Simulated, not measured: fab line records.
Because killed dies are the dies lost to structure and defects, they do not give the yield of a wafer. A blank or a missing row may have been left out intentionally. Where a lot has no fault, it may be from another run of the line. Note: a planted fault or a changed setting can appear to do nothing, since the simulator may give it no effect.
Which of the tools did it? ; flow gf180mcu ; 72 wafers from 24 lots sampled at 5 of the route's 602 steps

WHAT EACH GAUGE READ, for each wafer
GF_V5_CD_MEAS_14: target cd 260 nm. Usual: cd nm at 260.1 nm, with a standard deviation of 1.1.
lot;measured;on;cd nm (nm);flag
L074;day 27 03:33;cd sem-01;260.3 261.0 260.9;
L075;day 27 09:29;cd sem-02;259.3 260.7 260.4;
L076;day 27 21:03;cd sem-01;260.8 260.9 260.2;
L077;day 28 03:53;cd sem-02;260.1 259.7 260.4;
L078;day 28 10:13;cd sem-01;259.7 258.7 259.0;
L079;day 29 02:50;cd sem-01;263.3 261.5 261.7;
L080;day 29 07:12;cd sem-02;258.0 259.9 259.8;
L081;day 29 09:17;cd sem-01;261.1 258.9 259.4;
L082;day 29 18:42;cd sem-01;259.1 259.9 258.8;
L083;day 29 23:17;cd sem-01;260.5 259.6 259.5;
L084;day 30 07:47;cd sem-02;259.5 261.2 261.5;
L085;day 30 11:47;cd sem-02;258.8 259.5 258.9;
L086;day 30 16:52;cd sem-01;260.8 259.3 259.8;
L087;day 31 08:56;cd sem-02;260.8 260.9 259.4;
L088;day 31 10:34;cd sem-01;259.5 260.0 259.6;
L089;day 31 14:47;cd sem-01;261.4 262.3 261.9;
L090;day 31 18:22;cd sem-01;262.7 261.3 262.5;
L091;day 32 04:44;cd sem-02;259.2 259.3 260.4;
L092;day 32 13:14;cd sem-01;259.0 260.4 259.4;
L093;day 32 18:41;cd sem-02;260.9 260.9 260.5;
L094;day 33 01:49;cd sem-01;259.8 260.2 259.4;
L095;day 33 05:11;cd sem-02;258.6 259.6 259.1;
L097;day 33 15:38;cd sem-02;260.1 258.7 259.5;
L096;day 33 17:17;cd sem-01;258.4 260.1 260.8;

GF_TOP_METAL_CD_MEAS_14: target cd 440 nm. Usual: cd nm at 440.5 nm, with a standard deviation of 2.2.
lot;measured;on;cd nm (nm);flag
L074;day 28 01:19;cd sem-02;441.9 444.0 441.9;
L075;day 28 06:19;cd sem-02;440.3 439.0 440.9;
L076;day 28 17:34;cd sem-02;440.5 440.6 440.1;
L077;day 29 00:58;cd sem-02;436.8 439.1 438.3;
L078;day 29 07:05;cd sem-01;439.4 439.3 441.4;
L079;day 29 23:40;cd sem-01;440.3 441.4 440.7;
L080;day 30 03:40;cd sem-01;441.5 441.9 442.2;
L081;day 30 05:09;cd sem-01;442.0 441.7 442.4;
L082;day 30 14:37;cd sem-01;435.1 438.5 435.4;
L083;day 30 19:38;cd sem-01;438.2 438.2 438.5;
L084;day 31 03:32;cd sem-01;441.5 443.1 441.6;
L085;day 31 06:36;cd sem-02;439.7 441.7 442.1;
L086;day 31 12:25;cd sem-02;443.1 444.1 440.6;
L087;day 32 03:31;cd sem-02;439.6 436.5 439.8;
L088;day 32 05:25;cd sem-01;441.6 441.2 441.3;
L089;day 32 09:16;cd sem-02;440.1 439.0 440.2;
L090;day 32 12:27;cd sem-02;439.4 439.8 440.5;
L091;day 32 22:12;cd sem-01;437.2 440.7 436.7;
L092;day 33 06:34;cd sem-02;441.8 445.0 442.6;
L093;day 33 13:00;cd sem-02;437.7 438.4 441.7;
L094;day 33 18:59;cd sem-01;441.9 442.5 440.4;
L095;day 33 21:55;cd sem-01;439.7 439.7 439.0;
L097;day 34 08:08;cd sem-01;444.5 444.8 444.6;
L096;day 34 10:55;cd sem-01;444.1 440.3 442.1;

WHAT TOOL EACH LOT RAN ON (gives the tool, then ch and the chambers of the sampled wafers, and finally the start)
lot;GF_V4_STRIP_18;GF_V5_ETCH_16;GF_V5_ETCH_17
L074;plasma asher-04 ch 0,1, day 24 09:15;rie diel-03 ch 0,1,3, day 27 03:41;rie diel-03 ch 0,1,3, day 28 01:19 or earlier
L075;plasma asher-02 ch 0,1, day 24 13:50;rie diel-02 ch 1,2,3, day 27 09:38;rie diel-02 ch 1,2,3, day 28 06:19 or earlier
L076;plasma asher-02 ch 0, day 25 04:21;rie diel-02 ch 1,3, day 27 21:11;rie diel-02 ch 1,3, day 28 17:34 or earlier
L077;plasma asher-03 ch 0,1, day 25 11:14;rie diel-03 ch 1,2, day 28 03:59;rie diel-03 ch 1,2, day 29 00:58 or earlier
L078;plasma asher-04 ch 0,1, day 25 18:14;rie diel-02 ch 0,1,3, day 28 10:22;rie diel-02 ch 0,1,3, day 29 07:05 or earlier
L079;plasma asher-04 ch 0,1, day 26 10:56;rie diel-02 ch 2,3, day 29 03:00;rie diel-02 ch 2,3, day 29 23:40 or earlier
L080;plasma asher-03 ch 0,1, day 26 16:29;rie diel-03 ch 2,3, day 29 07:20;rie diel-03 ch 2,3, day 30 03:40 or earlier
L081;plasma asher-03 ch 0,1, day 26 18:51;rie diel-03 ch 0,2,3, day 29 09:27;rie diel-03 ch 0,2,3, day 30 05:09 or earlier
L082;plasma asher-03 ch 0, day 27 04:14;rie diel-03 ch 0,2, day 29 18:50;rie diel-03 ch 0,2, day 30 14:37 or earlier
L083;plasma asher-03 ch 0,1, day 27 09:10;rie diel-02 ch 2,3, day 29 23:24;rie diel-02 ch 2,3, day 30 19:38 or earlier
L084;plasma asher-03 ch 0, day 27 18:39;rie diel-01 ch 0,1,3, day 30 07:55;rie diel-01 ch 0,1,3, day 31 03:32 or earlier
L085;plasma asher-04 ch 0,1, day 27 23:17;rie diel-03 ch 2,3, day 30 11:56;rie diel-03 ch 2,3, day 31 06:36 or earlier
L086;plasma asher-02 ch 0,1, day 28 04:23;rie diel-01 ch 0,1,3, day 30 17:01;rie diel-01 ch 0,1,3, day 31 12:25 or earlier
L087;plasma asher-02 ch 1, day 28 20:51;rie diel-01 ch 0,1, day 31 09:04;rie diel-01 ch 0,1, day 32 03:31 or earlier
L088;plasma asher-02 ch 0, day 28 23:53;rie diel-02 ch 0,1,2, day 31 10:42;rie diel-02 ch 0,1,2, day 32 05:25 or earlier
L089;plasma asher-04 ch 0,1, day 29 05:39;rie diel-03 ch 2,3, day 31 14:57;rie diel-03 ch 2,3, day 32 09:16 or earlier
L090;plasma asher-04 ch 0,1, day 29 09:38;rie diel-02 ch 0,1,2, day 31 18:29;rie diel-02 ch 0,1,2, day 32 12:27 or earlier
L091;plasma asher-02 ch 0,1, day 29 19:45;rie diel-03 ch 0,2,3, day 32 04:54;rie diel-03 ch 0,2,3, day 32 22:12 or earlier
L092;plasma asher-04 ch 0,1, day 30 07:42;rie diel-01 ch 0,1,3, day 32 13:23;rie diel-01 ch 0,1,3, day 33 06:34 or earlier
L093;plasma asher-02 ch 0,1, day 30 13:20;rie diel-02 ch 0,1, day 32 18:51;rie diel-02 ch 0,1, day 33 13:00 or earlier
L094;plasma asher-04 ch 0,1, day 30 19:35;rie diel-02 ch 2,3, day 33 01:57;rie diel-02 ch 2,3, day 33 18:59 or earlier
L095;plasma asher-03 ch 0,1, day 30 21:56;rie diel-02 ch 0,1,3, day 33 05:19;rie diel-02 ch 0,1,3, day 33 21:55 or earlier
L097;plasma asher-03 ch 0,1, day 31 11:08;rie diel-01 ch 1,2,3, day 33 15:47;rie diel-01 ch 1,2,3, day 34 08:08 or earlier
L096;plasma asher-03 ch 1, day 31 12:26;rie diel-01 ch 0,2, day 33 17:26;rie diel-01 ch 0,2, day 34 10:55 or earlier
- GF_V4_STRIP_18: strips in O2/N2.
- GF_V5_ETCH_16: etches BARC in N2/H2.
- GF_V5_ETCH_17: etches SiO2 in C4F8/O2/Ar, stops on TiN, target depth 855 nm.

AS READ BY THE TOOLS THEMSELVES (means over the sampled wafers that have a number; for cases with no such wafer, the mark the record gives instead)
GF_V4_STRIP_18. Usual: drypump motor current A 5.5 A, standard deviation 0.31; heater power w 344 W, standard deviation 46; oes product au 0.592 a.u., standard deviation 0.0053; platen temp c 250.02 C, standard deviation 0.19.
lot;tool;drypump motor current A (A);heater power w (W);oes product au (a.u.);platen temp c (C);flag
L074;plasma asher-04;5.6;342;0.588;249.81;
L075;plasma asher-02;5.2;393;0.590;249.85;
L076;plasma asher-02;5.1;435;0.592;250.08;
L077;plasma asher-03;5.6;309;0.593;249.93;
L078;plasma asher-04;5.6;347;0.589;250.15;
L079;plasma asher-04;5.6;358;0.593;249.93;
L080;plasma asher-03;5.6;302;0.589;250.08;
L081;plasma asher-03;5.8;319;0.591;250.07;
L082;plasma asher-03;5.4;292;0.592;250.22;
L083;plasma asher-03;5.8;323;0.586;249.97;
L084;plasma asher-03;5.4;296;0.589;250.01;
L085;plasma asher-04;5.6;355;0.592;250.11;
L086;plasma asher-02;5.2;356;0.591;250.06;
L087;plasma asher-02;5.3;311;0.595;249.93;
L088;plasma asher-02;5.1;435;0.594;250.01;
L089;plasma asher-04;5.6;341;0.594;249.80;
L090;plasma asher-04;5.6;340;0.590;250.11;
L091;plasma asher-02;5.2;358;0.593;249.96;
L092;plasma asher-04;5.6;341;0.591;250.13;
L093;plasma asher-02;5.2;356;0.589;250.41;
L094;plasma asher-04;5.6;340;0.593;250.01;
L095;plasma asher-03;5.6;306;0.588;250.00;
L097;plasma asher-03;5.6;309;0.595;250.03;
L096;plasma asher-03;6.1;338;0.596;250.06;

GF_V5_ETCH_16. Usual: drypump motor current A 5.6 A, standard deviation 0.38; oes product au 0.855 a.u., standard deviation 0.0052; throttle valve pct 13.223 %, standard deviation 0.0097.
lot;tool;drypump motor current A (A);oes product au (a.u.);throttle valve pct (%);flag
L074;rie diel-03;5.2;0.854;13.222;
L075;rie diel-02;5.7;0.858;13.217;
L076;rie diel-02;5.5;0.849;13.226;
L077;rie diel-03;5.3;0.858;13.227;
L078;rie diel-02;5.7;0.854;13.224;
L079;rie diel-02;5.6;0.855;13.227;
L080;rie diel-03;5.3;0.857;13.226;
L081;rie diel-03;5.3;0.855;13.225;
L082;rie diel-03;5.3;0.852;13.227;
L083;rie diel-02;5.6;0.857;13.222;
L084;rie diel-01;5.6;0.853;13.224;
L085;rie diel-03;5.3;0.852;13.230;
L086;rie diel-01;5.6;0.860;13.221;
L087;rie diel-01;5.9;0.850;13.214;
L088;rie diel-02;5.9;0.854;13.231;
L089;rie diel-03;5.4;0.855;13.216;
L090;rie diel-02;5.9;0.857;13.228;
L091;rie diel-03;5.3;0.850;13.219;
L092;rie diel-01;5.6;0.854;13.223;
L093;rie diel-02;5.7;0.855;13.214;
L094;rie diel-02;5.9;0.858;13.228;
L095;rie diel-02;5.7;0.853;13.216;
L097;rie diel-01;5.6;0.857;13.223;
L096;rie diel-01;5.8;0.858;13.221;

GF_V5_ETCH_17. Usual: oes product au at 0.859 a.u., with a standard deviation of 0.005.
lot;tool;oes product au (a.u.);flag
L074;rie diel-03;0.857;
L075;rie diel-02;0.856;
L076;rie diel-02;0.861;
L077;rie diel-03;0.859;
L078;rie diel-02;0.854;
L079;rie diel-02;0.856;
L080;rie diel-03;0.858;
L081;rie diel-03;0.860;
L082;rie diel-03;0.857;
L083;rie diel-02;0.858;
L084;rie diel-01;0.858;
L085;rie diel-03;0.862;
L086;rie diel-01;0.859;
L087;rie diel-01;0.863;
L088;rie diel-02;0.863;
L089;rie diel-03;0.854;
L090;rie diel-02;0.858;
L091;rie diel-03;0.861;
L092;rie diel-01;0.854;
L093;rie diel-02;0.862;
L094;rie diel-02;0.866;
L095;rie diel-02;0.858;
L097;rie diel-01;0.860;
L096;rie diel-01;0.862;

THE ANSWER, worked out from the rows above alone
Rule: take the mean of a lot's wafers that have a number; if it is more than 3 standard deviations from the usual mean, the lot is off. A lot without any number at a reading at which 4 lots or more have one is off too. The other lots that the step has rows for count as sound. First the gauges in route order, then the tools' own readings, where a lot's mean is used as printed above. The first step at which some lot is off is used, and at that step the reading that is off furthest; a lot without a number counts as furthest.
No lot is off at any reading shown: from this, nothing can be told.

WHAT THE SIMULATOR HAD INSERTED
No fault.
